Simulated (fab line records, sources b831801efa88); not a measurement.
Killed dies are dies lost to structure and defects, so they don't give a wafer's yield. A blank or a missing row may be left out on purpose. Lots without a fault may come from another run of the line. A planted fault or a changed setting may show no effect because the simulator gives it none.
Which tool did it? | flow sky130 | 14 lots, 42 wafers sampled, at 2 steps of a route of 708

WHAT THE GAUGES READ, wafer by wafer
SKY_SD_P_CD_MEAS_07: target cd 380 nm.
lot  | measured     | on        | cd_nm (nm)
L169 | day 25 10:04 | cd_sem-01 | 378.8 378.3 378.0
L171 | day 26 00:32 | cd_sem-01 | 385.9 378.3 378.5
L170 | day 26 00:42 | cd_sem-01 | 378.5 378.8 375.4
L173 | day 26 17:34 | cd_sem-01 | 382.8 377.5 382.1
L174 | day 27 15:42 | cd_sem-02 | 377.1 374.7 376.9
L176 | day 28 01:25 | cd_sem-02 | 379.8 381.0 381.5
L177 | day 28 13:10 | cd_sem-02 | 376.7 379.2 379.1
L178 | day 28 19:01 | cd_sem-02 | 378.1 376.9 377.0
L179 | day 28 22:03 | cd_sem-01 | 377.2 375.5 375.6
L180 | day 29 08:50 | cd_sem-02 | 375.1 379.4 380.1
L182 | day 30 00:52 | cd_sem-01 | 377.5 378.6 380.0
L185 | day 31 01:22 | cd_sem-02 | 377.0 379.5 380.1
L186 | day 31 09:24 | cd_sem-02 | 470.6 470.7 471.4
L187 | day 31 14:33 | cd_sem-02 | 473.6 475.1 474.3

WHICH TOOL RAN EACH LOT (tool, then ch and the chambers of the sampled wafers, then the start)
lot  | SKY_SD_P_COAT_02
L169 | litho_track-01 ch 0, day 24 19:03
L171 | litho_track-01 ch 0, day 25 09:52
L170 | litho_track-03 ch 0, day 25 10:02
L173 | litho_track-03 ch 0, day 26 03:03
L174 | litho_track-04 ch 0, day 27 01:13
L176 | litho_track-04 ch 0, day 27 10:55
L177 | litho_track-01 ch 0, day 27 22:34
L178 | litho_track-04 ch 0, day 28 04:30
L179 | litho_track-01 ch 0, day 28 07:42
L180 | litho_track-04 ch 0, day 28 18:28
L182 | litho_track-01 ch 0, day 29 11:07
L185 | litho_track-04 ch 0, day 30 10:54
L186 | litho_track-01 ch 0, day 30 19:25
L187 | litho_track-01 ch 0, day 31 00:28
- SKY_SD_P_COAT_02: resist thk 1140 nm.

WHAT THE TOOLS THEMSELVES READ (means of the sampled wafers that have a number; where no wafer has one, the mark that the record gives instead)
The record holds no such reading with a usual standard deviation.

THE ANSWER, worked out from the rows above alone
Rule: what is usual is taken from the lots themselves. Put in order of their means at a reading, lots are off if they are a third of the lots or fewer, leave a main group of 4 or more, and stand apart from it by a gap of 3 or more times the standard deviation of the main group's means; of several such gaps the widest counts. A main group whose means are all the same, to the digits that the tables above print for the reading, isn't used. A lot without any number at a reading at which 4 lots or more have one is off too. The other lots that the step has rows for count as sound. The gauges are gone through in route order, then the tools' own readings, and for those a lot's mean is taken as printed above. The first step at which some lot is off is used, and at that step the reading that is off furthest; a lot without a number counts as furthest.
Off: L186, L187, at SKY_SD_P_CD_MEAS_07 (cd_nm). The main group: mean 378.5 nm, standard deviation 1.6.
A tool fits if, at a process step before that reading, it ran every lot that is off, and no sound lot after the first of them. The gauges at SKY_SD_P_CD_MEAS_07 are tried like those tools. Can't be told from this: 2 tools fit, litho_track-01 at SKY_SD_P_COAT_02, cd_sem-02 at SKY_SD_P_CD_MEAS_07.

WHAT THE SIMULATOR HAD PUT IN
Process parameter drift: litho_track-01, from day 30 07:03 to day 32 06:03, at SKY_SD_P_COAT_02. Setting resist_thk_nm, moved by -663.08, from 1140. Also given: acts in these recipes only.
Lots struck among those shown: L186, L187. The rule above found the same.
